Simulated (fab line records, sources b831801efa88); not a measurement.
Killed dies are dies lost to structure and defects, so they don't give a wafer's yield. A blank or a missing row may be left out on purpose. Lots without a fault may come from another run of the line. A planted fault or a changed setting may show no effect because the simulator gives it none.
Which tool did it? | flow sky130 | 15 lots, 45 wafers sampled, at 3 steps of a route of 708

WHAT THE GAUGES READ, wafer by wafer
SKY_SD_P_CD_MEAS_07: target cd 380 nm.
lot  | measured     | on        | cd_nm (nm)
L534 | day 25 11:17 | cd_sem-01 | 379.5 378.5 376.6
L536 | day 26 04:25 | cd_sem-01 | 377.6 378.5 377.0
L537 | day 26 13:34 | cd_sem-02 | 375.8 376.8 372.6
L539 | day 27 09:46 | cd_sem-01 | 384.5 379.9 382.2
L541 | day 28 09:08 | cd_sem-02 | 382.8 385.5 384.3
L543 | day 28 23:12 | cd_sem-02 | 379.9 381.6 380.9
L544 | day 29 06:44 | cd_sem-02 | 377.7 377.7 376.5
L545 | day 29 16:12 | cd_sem-01 | 379.0 378.4 376.8
L546 | day 29 17:27 | cd_sem-01 | 381.8 381.7 380.8
L548 | day 30 11:35 | cd_sem-02 | 379.0 380.6 380.5
L552 | day 31 22:53 | cd_sem-01 | 384.3 385.2 384.9
L554 | day 32 08:05 | cd_sem-02 | 383.6 382.4 383.3
L555 | day 32 22:49 | cd_sem-02 | 383.4 382.7 383.1
L556 | day 32 23:35 | cd_sem-02 | 376.1 376.1 374.7
L557 | day 33 06:06 | cd_sem-01 | 382.0 380.5 378.4

WHICH TOOL RAN EACH LOT (tool, then ch and the chambers of the sampled wafers, then the start)
lot  | SKY_VT_ADJUST_HVTP_DEVELOP_06     | SKY_SPACER_ETCHBACK_02
L534 | litho_track-02 ch 0, day 6 01:36  | rie_diel-04 ch 0,1,3, day 22 23:23
L536 | litho_track-03 ch 0, day 6 12:10  | rie_diel-04 ch 1,2,3, day 23 17:53
L537 | litho_track-03 ch 0, day 6 22:23  | rie_diel-03 ch 0,1,2, day 24 03:23
L539 | litho_track-04 ch 0, day 7 10:18  | rie_diel-01 ch 1,2, day 24 23:29
L541 | litho_track-02 ch 0, day 7 22:00  | rie_diel-03 ch 2,3, day 26 00:35
L543 | litho_track-03, day 8 12:34       | rie_diel-03 ch 0,2,3, day 26 12:42
L544 | litho_track-02, day 8 16:15       | rie_diel-03 ch 1,2,3, day 26 21:56
L545 | litho_track-04, day 9 06:03       | rie_diel-04 ch 0,1,2, day 27 07:51
L546 | litho_track-02 ch 0, day 9 08:43  | rie_diel-04 ch 0,3, day 27 09:04
L548 | litho_track-04 ch 0, day 9 12:42  | rie_diel-01 ch 2,3, day 28 02:29
L552 | litho_track-03 ch 0, day 11 03:52 | rie_diel-04 ch 1,2,3, day 29 16:07
L554 | litho_track-02 ch 0, day 11 10:56 | rie_diel-01 ch 1,2,3, day 30 00:21
L555 | litho_track-02 ch 0, day 11 18:17 | rie_diel-03 ch 0,1,2, day 30 14:20
L556 | litho_track-03 ch 0, day 11 19:25 | rie_diel-01 ch 1,2, day 30 15:32
L557 | litho_track-03 ch 0, day 12 10:52 | rie_diel-03 ch 0,1,2, day 30 22:46
- SKY_VT_ADJUST_HVTP_DEVELOP_06: develop time 60 s.
- SKY_SPACER_ETCHBACK_02: etches Si3N4 in CH3F/O2, stops on SiO2, time 46.7 s, target depth 45 nm.

WHAT THE TOOLS THEMSELVES READ (means of the sampled wafers that have a number; where no wafer has one, the mark that the record gives instead)
SKY_VT_ADJUST_HVTP_DEVELOP_06.
lot  | tool           | chill_plate_temp_C (C) | resist_line_temp_C (C)
L534 | litho_track-02 | 23.07                  | 22.93
L536 | litho_track-03 | 23.03                  | 23.00
L537 | litho_track-03 | 22.84                  | 22.94
L539 | litho_track-04 | 23.01                  | 23.00
L541 | litho_track-02 | 22.96                  | 22.97
L543 | litho_track-03 | -                      | -
L544 | litho_track-02 | -                      | -
L545 | litho_track-04 | -                      | -
L546 | litho_track-02 | 23.11                  | 22.92
L548 | litho_track-04 | 23.14                  | 23.04
L552 | litho_track-03 | 23.08                  | 23.05
L554 | litho_track-02 | 23.12                  | 23.07
L555 | litho_track-02 | 22.99                  | 23.06
L556 | litho_track-03 | 22.93                  | 23.07
L557 | litho_track-03 | 23.04                  | 22.93

SKY_SPACER_ETCHBACK_02.
lot  | tool        | drypump_motor_current_A (A) | oes_product_au (a.u.) | throttle_valve_pct (%)
L534 | rie_diel-04 | 5.9                         | 0.850                 | 10.558
L536 | rie_diel-04 | 6.0                         | 0.849                 | 10.571
L537 | rie_diel-03 | 5.6                         | 0.856                 | 10.561
L539 | rie_diel-01 | 5.1                         | 0.858                 | 10.571
L541 | rie_diel-03 | 5.4                         | 0.857                 | 10.566
L543 | rie_diel-03 | 5.7                         | 0.867                 | 10.577
L544 | rie_diel-03 | 5.3                         | 0.856                 | 10.558
L545 | rie_diel-04 | 6.0                         | 0.853                 | 10.557
L546 | rie_diel-04 | 5.7                         | 0.859                 | 10.568
L548 | rie_diel-01 | 5.6                         | 0.847                 | 10.554
L552 | rie_diel-04 | 6.1                         | 0.844                 | 10.564
L554 | rie_diel-01 | 5.3                         | 0.845                 | 10.566
L555 | rie_diel-03 | 5.6                         | 0.848                 | 10.565
L556 | rie_diel-01 | 5.2                         | 0.850                 | 10.564
L557 | rie_diel-03 | 5.6                         | 0.852                 | 10.562

THE ANSWER, worked out from the rows above alone
Rule: what is usual is taken from the lots themselves. Put in order of their means at a reading, lots are off if they are a third of the lots or fewer, leave a main group of 4 or more, and stand apart from it by a gap of 3 or more times the standard deviation of the main group's means; of several such gaps the widest counts. A main group whose means are all the same, to the digits that the tables above print for the reading, isn't used. A lot without any number at a reading at which 4 lots or more have one is off too. The other lots that the step has rows for count as sound. The gauges are gone through in route order, then the tools' own readings, and for those a lot's mean is taken as printed above. The first step at which some lot is off is used, and at that step the reading that is off furthest; a lot without a number counts as furthest.
Off: L543, L544, L545, at SKY_VT_ADJUST_HVTP_DEVELOP_06 (chill_plate_temp_C). Without a number there: L543, L544, L545. The main group: mean 23.03 C, standard deviation 0.083.
A tool fits if, at that step or a process step before it, it ran every lot that is off, and no sound lot after the first of them. None of those tried fits.

WHAT THE SIMULATOR HAD PUT IN
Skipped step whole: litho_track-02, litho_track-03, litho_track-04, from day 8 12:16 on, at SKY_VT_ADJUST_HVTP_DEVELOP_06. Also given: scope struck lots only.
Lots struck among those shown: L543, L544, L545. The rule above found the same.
